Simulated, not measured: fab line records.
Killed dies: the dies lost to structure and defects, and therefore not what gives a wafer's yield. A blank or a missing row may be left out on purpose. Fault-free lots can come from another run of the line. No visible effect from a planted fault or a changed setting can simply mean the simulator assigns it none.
Which tool is to blame? :: flow gf180mcu :: 6 lots with 18 wafers sampled at 2 steps, on a route of 602 steps

== WHAT THE GAUGES READ, wafer by wafer ==
GF_POLY_GATE_THK_MEAS_01.
lot: L711
measured: day 8 23:26
on: film metro-02
POLY_GATE_CVD_00_THK (nm): 200.7 202.1 201.2

lot: L713
measured: day 9 12:47
on: film metro-01
POLY_GATE_CVD_00_THK (nm): 397.0 396.5 395.2 397.1 396.2 395.3

lot: L722
measured: day 12 05:55
on: film metro-02
POLY_GATE_CVD_00_THK (nm): 199.4 198.4 200.1

lot: L724
measured: day 12 16:29
on: film metro-01
POLY_GATE_CVD_00_THK (nm): 196.9 197.6 196.4

lot: L726
measured: day 13 05:11
on: film metro-01
POLY_GATE_CVD_00_THK (nm): 201.4 200.4 203.0

lot: L731
measured: day 15 08:44
on: film metro-02
POLY_GATE_CVD_00_THK (nm): 197.1 195.0 195.5

== TOOL THAT RAN EACH LOT (tool first, then ch and the chambers of the sampled wafers, then the start) ==
lot: L711
GF_POLY_GATE_CVD_00: lpcvd-01 ch 0, day 8 22:05

lot: L713
GF_POLY_GATE_CVD_00: lpcvd-01 ch 0, day 9 11:26

lot: L722
GF_POLY_GATE_CVD_00: lpcvd-02 ch 0, day 12 04:34

lot: L724
GF_POLY_GATE_CVD_00: lpcvd-01 ch 1, day 12 14:28

lot: L726
GF_POLY_GATE_CVD_00: lpcvd-02 ch 1, day 13 03:50

lot: L731
GF_POLY_GATE_CVD_00: lpcvd-01 ch 0, day 15 07:24
- GF_POLY_GATE_CVD_00: deposits poly-Si, target thk 200 nm, time 1200 s.

== THE ANSWER, worked out from the rows above alone ==
Rule: what is usual is taken from the lots themselves. The widest of any qualifying gaps counts: lots, ordered by their means at a reading, are off when they make up no more than a third of the lots, leave a main group of 4 or more, and stand apart from it by 3 or more times the standard deviation of that group's means. Not used: any main group whose means are identical at the precision the tables above print for the reading. Also off: a lot with no number at a reading for which 4 or more lots have one. Where the step has rows for the other lots, those lots are counted as sound.
Off: L713, seen at GF_POLY_GATE_THK_MEAS_01 (POLY_GATE_CVD_00_THK). The main group has a mean of 199.0 nm with a standard deviation of 2.3.
A tool fits if, at a process step before that reading, it ran every lot that is off, and no sound lot after the first of them. Gauges at GF_POLY_GATE_THK_MEAS_01: tried the same way as those tools. No candidate that was tried fits.

== WHAT WAS PUT IN BY THE SIMULATOR ==
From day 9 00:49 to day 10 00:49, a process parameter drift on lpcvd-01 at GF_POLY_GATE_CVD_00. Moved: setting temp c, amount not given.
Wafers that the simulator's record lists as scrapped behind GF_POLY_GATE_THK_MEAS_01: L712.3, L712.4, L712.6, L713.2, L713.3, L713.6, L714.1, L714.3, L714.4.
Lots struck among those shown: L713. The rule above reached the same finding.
